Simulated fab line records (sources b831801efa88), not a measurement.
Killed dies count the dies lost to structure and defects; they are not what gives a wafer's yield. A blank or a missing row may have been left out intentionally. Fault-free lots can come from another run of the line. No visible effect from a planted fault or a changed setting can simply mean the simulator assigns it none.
A struck lot beside a sound one -- flow sky130 -- 23 steps out of a route of 708
Sound: the wafers L776.3, L776.4, L776.5. Wafers L786.1, L786.2, L786.5 were the ones struck. The cause comes at the end.
For every step that has rows: the tool of each side, followed by ch and its chambers, followed by its first start. Under that, the readings that differ: sound wafers -- struck wafers -- difference of the means -- sigmas: that difference in standard deviations of wafers without a fault.
alike: same words and numbers on both sides, and readings whose means sit less than 2 such deviations apart. not compared: any withheld reading, any reading some wafer has no value for, any bound like >300 that may hide the same value, and any number with overlapping values for which the record gives no deviation.
Wherever a step has rows on one side only, a row that says differs or no value, or a row with sigmas, the two part there. Numbers that have no deviation but don't overlap get no sigmas and don't part them. Lack of a reading on every wafer of one side parts them only where that side has two or more wafers.

first, 5 steps without rows for these wafers: SKY_POLY_CUT_COAT_03 (resist thk 450 nm); SKY_POLY_CUT_SOFTBAKE_04 (time 90 s); SKY_POLY_CUT_EXPOSE_05 (exposes mask NPCM, target cd 270 nm); SKY_POLY_CUT_PEB_06; SKY_POLY_CUT_DEVELOP_07 (develop time 60 s).
SKY_POLY_CUT_CD_MEAS_08: target cd 270 nm.
  sound on cd-sem-01, day 25 17:04; struck on cd-sem-02, day 29 09:29
reading,sound,struck,difference,sigmas
cd-nm (nm),268.6 269.2 268.7,272.7 273.4 270.3,+3.3,+2
SKY_POLY_CUT_OVL_MEAS_09:
  sound on overlay-01, day 25 17:10; struck on overlay-02, day 29 09:37
  alike: POLY_CUT_OVL
SKY_POLY_CUT_ETCH_10: etches BARC in N2/H2, stops on SiO2, time 45.9 s, target depth 60 nm.
  sound on rie-diel-01 ch 0,1, day 25 17:11; struck on rie-diel-02 ch 0,1,2, day 29 09:39
  alike: drypump-motor-current-A, n2-flow-sccm, oes-product-au, throttle-valve-pct
  not compared: rf-hours-counter-h
SKY_POLY_CUT_ETCH_11: etches Si3N4 in CF4/CH2F2/Ar, stops on poly-Si, time 42.5 s, target depth 60 nm.
  sound on rie-diel-01 ch 0,1, day 25 17:13; struck on rie-diel-02 ch 0,1,2, day 29 09:41
  alike: ch2f2-flow-sccm, drypump-motor-current-A, oes-product-au, throttle-valve-pct
  not compared: rf-hours-counter-h
SKY_POLY_CUT_STRIP_12: strips in O2/N2.
  sound on plasma-asher-04 ch 0,1, day 25 17:18; struck on plasma-asher-03 ch 0,1, day 29 09:44
reading,sound,struck,difference,sigmas
strip-time-to-endpoint-s (s),5.373 5.367 5.399,5.343 5.347 5.339,-0.037,-2
  alike: drypump-motor-current-A, n2-flow-sccm, oes-product-au
  not compared: rf-hours-counter-h
then, 2 steps without rows for these wafers: SKY_SD_P_DEHYDRATE_00 (time 60 s); SKY_SD_P_HMDS_01 (prime time 60 s).
SKY_SD_P_COAT_02: resist thk 1140 nm.
  sound on litho-track-03 ch 0, day 26 07:25; struck on litho-track-04 ch 0, day 30 00:10
reading,sound,struck,difference,sigmas
spin-speed-rpm (rpm),3002.7 2999.0 2999.4,2797.5 2797.8 2794.5,-203.8,-99 or more
model.NOVOLAK_of_SD_P_COAT_02.thk-nm (nm),1138 1142 1145,1189 1188 1188,+47,
  alike: exhaust-pa
then, 3 steps without rows for these wafers: SKY_SD_P_SOFTBAKE_03 (time 60 s); SKY_SD_P_EXPOSE_04 (exposes mask PSDM, target cd 380 nm); SKY_SD_P_PEB_05.
SKY_SD_P_DEVELOP_06: develop time 60 s.
  sound on litho-track-03 ch 0, day 26 21:25; struck on litho-track-03 ch 0, day 30 13:55
reading,sound,struck,difference,sigmas
model.NOVOLAK_of_SD_P_COAT_02.thk-nm (nm),1138 1142 1145,1188 1187 1187,+46,
  alike: developer-temp-C, exhaust-pa
SKY_SD_P_CD_MEAS_07: target cd 380 nm.
  sound on cd-sem-01, day 26 21:33; struck on cd-sem-01, day 30 14:04
  alike: cd-nm
SKY_SD_P_OVL_MEAS_08:
  sound on overlay-01, day 26 21:39; struck on overlay-01, day 30 14:11
  alike: SD_P_OVL
next, for these wafers, 1 step has no rows: SKY_SD_P_IMPLANT_09.
SKY_SD_P_STRIP_10: strips in O2/N2.
  sound on plasma-asher-02 ch 0,1, day 26 21:51; struck on plasma-asher-01 ch 0,1, day 30 14:22
reading,sound,struck,difference,sigmas
strip-time-to-endpoint-s (s),17.44 17.49 17.52,18.00 18.01 17.98,+0.51,+12
  alike: drypump-motor-current-A, n2-flow-sccm, oes-product-au
  not compared: rf-hours-counter-h
SKY_SD_P_TW_MEAS_11:
  sound on film-metro-03, day 26 21:56; struck on film-metro-03, day 30 14:28
  alike: SD_P_TW
next, for these wafers, 1 step has no rows: SKY_PAD_OPEN_PROBE_99.

## WHERE THEY PART
Earliest at SKY_POLY_CUT_CD_MEAS_08; latest, in this record, at SKY_SD_P_STRIP_10. Later steps at which nothing parts them and some readings are alike: SKY_SD_P_TW_MEAS_11.

WHY: what had been put in by the simulator
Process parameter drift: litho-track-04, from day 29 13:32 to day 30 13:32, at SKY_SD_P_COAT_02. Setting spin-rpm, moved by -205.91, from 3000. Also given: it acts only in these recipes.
